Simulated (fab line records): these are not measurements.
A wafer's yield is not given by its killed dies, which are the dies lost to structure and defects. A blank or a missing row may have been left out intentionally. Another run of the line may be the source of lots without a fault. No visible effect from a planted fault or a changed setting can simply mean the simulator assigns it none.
A struck lot beside a sound one -- flow gf180mcu -- 44 out of 602 route steps
Sound: wafers L213.1, L213.2, L213.5. Struck: wafer L225.1 (L225.2, L225.3, from the same lot, were not struck and are left out); the cause is given at the end.
For every step that has rows: the tool of each side, followed by ch and its chambers, followed by its first start. Under that, the readings that differ: sound wafers -- struck wafers -- difference of the means -- sigmas: that difference in standard deviations of wafers without a fault.
alike: readings whose means differ by less than 2 such deviations, and words and numbers that are the same on both sides. not compared: withheld readings, readings that some wafer has no value for, bounds like >300 that may hide the same value, and numbers for which the record gives no deviation and whose values overlap.
The two part at a step that has a row with sigmas, a row that says differs or no value, or rows on one side only. Numbers that have no deviation but don't overlap get no sigmas and don't part them. Lack of a reading on every wafer of one side parts them only where that side has two or more wafers.

first, 5 steps without rows for these wafers: GF_CONTACT_CLEAN_20 (cleans in DIW); GF_CONTACT_CLEAN_21 (cleans in dHF, time 20 s); GF_CONTACT_SPUTTER_22 (material Ti, target thk 15 nm, time 80.02 s); GF_CONTACT_SPUTTER_23 (material TiN, target thk 10 nm, time 40 s); GF_CONTACT_CVD_24 (deposits W, target thk 300 nm, time 90.339 s).
GF_CONTACT_RS_MEAS_25: the measuring method here is four-point-probe.
  struck on film metro-01, day 21 22:34; sound on film metro-01, day 17 05:22
reading,sound,struck,difference,sigmas
CONTACT_W_RS (ohm/sq),0.381 0.375 0.374,0.394,+0.017,+4
GF_CONTACT_THK_MEAS_26: measures by xrf.
  struck on film metro-01, day 21 22:41; sound on film metro-01, day 17 05:29
reading,sound,struck,difference,sigmas
CONTACT_W_THK (nm),304 311 309,292,-16,-4
GF_CONTACT_CMP_27: polishes, stops on SiO2, t overpolish 15 s, target thk 0 nm.
  sound on cmp-02 ch 0,1,2, day 17 05:32; struck on cmp-02 ch 2, day 21 22:47
reading,sound,struck,difference,sigmas
head pressure psi (psi),3.498 3.497 3.489,3.517,+0.022,+3
  alike: motor current A, overpolish run s, time to endpoint s
GF_M1_SPUTTER_00: material Ti, target thk 37.5 nm, time 150 s.
  struck on pvd sputter-01, day 21 23:02; sound on pvd sputter-01, day 17 05:50
  alike: throttle valve pct
then, 2 steps without rows for these wafers: GF_M1_SPUTTER_01 (material TiN, target thk 30 nm, time 25 s); GF_M1_SPUTTER_02 (material AlCu, target thk 450 nm, time 23.9 s).
GF_M1_SPUTTER_03: material Ti, target thk 10 nm, time 6.7 s.
  struck on pvd sputter-01, day 21 23:12; sound on pvd sputter-01, day 17 06:00
  alike: throttle valve pct
GF_M1_SPUTTER_04: material TiN, target thk 50 nm, time 41.7 s.
  struck on pvd sputter-01, day 21 23:13; sound on pvd sputter-01, day 17 06:01
reading,sound,struck,difference,sigmas
model.TiN_of_M1_SPUTTER_04.thk nm (nm),49.43 49.93 49.46,54.43,+4.82,
  alike: throttle valve pct
GF_M1_RS_MEAS_05: the measuring method here is four-point-probe.
  struck on film metro-04, day 21 23:17; sound on film metro-02, day 17 06:04
  alike: M1_ALCU_RS
GF_M1_THK_MEAS_06: measures by xrf.
  struck on film metro-04, day 21 23:25; sound on film metro-02, day 17 06:11
reading,sound,struck,difference,sigmas
M1_ALCU_THK (nm),455 460 460,446,-12,-2
then, 7 steps without rows for these wafers: GF_M1_DEHYDRATE_07 (time 60 s); GF_M1_HMDS_08 (prime time 60 s); GF_M1_COAT_09 (resist thk 1000 nm); GF_M1_SOFTBAKE_10 (time 60 s); GF_M1_EXPOSE_11 (exposes mask Metal1, target cd 230 nm); GF_M1_PEB_12 (peb time 90 s); GF_M1_DEVELOP_13 (develop time 60 s).
GF_M1_CD_MEAS_14: the cd target is 230 nm.
  struck on cd sem-02, day 22 22:36; sound on cd sem-02, day 18 05:19
  alike: cd nm
GF_M1_OVL_MEAS_15:
  struck on overlay-02, day 22 22:43; sound on overlay-01, day 18 05:26
  alike: M1_OVL
GF_M1_METAL_ETCH_16: etches the open film in Cl2/BCl3, stops on SiO2, target depth 750.8 nm, time 125.1 s.
  sound on rie metal-04 ch 0,1, day 18 05:29; struck on rie metal-03 ch 0, day 22 22:45
reading,sound,struck,difference,sigmas
bias w (W),139.9 139.7 139.3,140.4,+0.8,+2
  alike: drypump motor current A, oes product au, throttle valve pct
  not compared: rf hours counter h
then, 4 steps without rows for these wafers: GF_M1_STRIP_17 (strips in O2/N2); GF_M1_STRIP_18 (strips in post etch residue remover, time 1200 s); GF_M1_CLEAN_19 (cleans in DIW); GF_V1_CVD_00 (deposits SiO2, target thk 600 nm, time 100 s).
GF_V1_THK_MEAS_01:
  struck on film metro-03, day 22 23:29; sound on film metro-03, day 18 06:13
reading,sound,struck,difference,sigmas
V1_CVD_00_THK (nm),588 586 583,604,+18,+3
GF_V1_CVD_02: deposits SiO2 from TEOS, target thk 850 nm, time 94.851 s.
  sound on pecvd-04 ch 0,1,2, day 18 06:17; struck on pecvd-03 ch 1, day 22 23:33
  alike: heater power w
GF_V1_THK_MEAS_03:
  struck on film metro-04, day 22 23:37; sound on film metro-02, day 18 06:21
  alike: V1_CVD_02_THK
then, 1 step without rows for these wafers: GF_V1_CMP_04 (polishes SiO2).
GF_V1_BOW_MEAS_05:
  struck on film metro-02, day 22 23:59; sound on film metro-04, day 18 06:43
reading,sound,struck,difference,sigmas
V1_BOW (um),87 75 79,95,+15,+2
then, 8 steps without rows for these wafers: GF_V1_DEHYDRATE_06 (time 60 s); GF_V1_HMDS_07 (prime time 60 s); GF_V1_COAT_08; GF_V1_COAT_09 (resist thk 1000 nm); GF_V1_SOFTBAKE_10 (time 60 s); GF_V1_EXPOSE_11 (exposes mask Via1, target cd 260 nm); GF_V1_PEB_12 (peb time 90 s); GF_V1_DEVELOP_13 (develop time 60 s).
GF_V1_STRIP_19: strips in post etch residue remover, time 1200 s.
  sound on wet bench-03 ch 1, day 19 06:40; struck on wet bench-02 ch 1, day 23 22:28
reading,sound,struck,difference,sigmas
model.TiN_of_M1_SPUTTER_04.thk nm (nm),48.59 49.08 48.61,53.6,+4.8,
  alike: bath guard temp C
then, 1 step without rows for these wafers: GF_PASSIVATION_PROBE_99.

## WHERE THEY PART
At GF_CONTACT_RS_MEAS_25 first; at GF_V1_BOW_MEAS_05 last (within this record only). Later steps at which nothing parts them and some readings are alike: GF_V1_STRIP_19.

WHY: whatever the simulator had introduced
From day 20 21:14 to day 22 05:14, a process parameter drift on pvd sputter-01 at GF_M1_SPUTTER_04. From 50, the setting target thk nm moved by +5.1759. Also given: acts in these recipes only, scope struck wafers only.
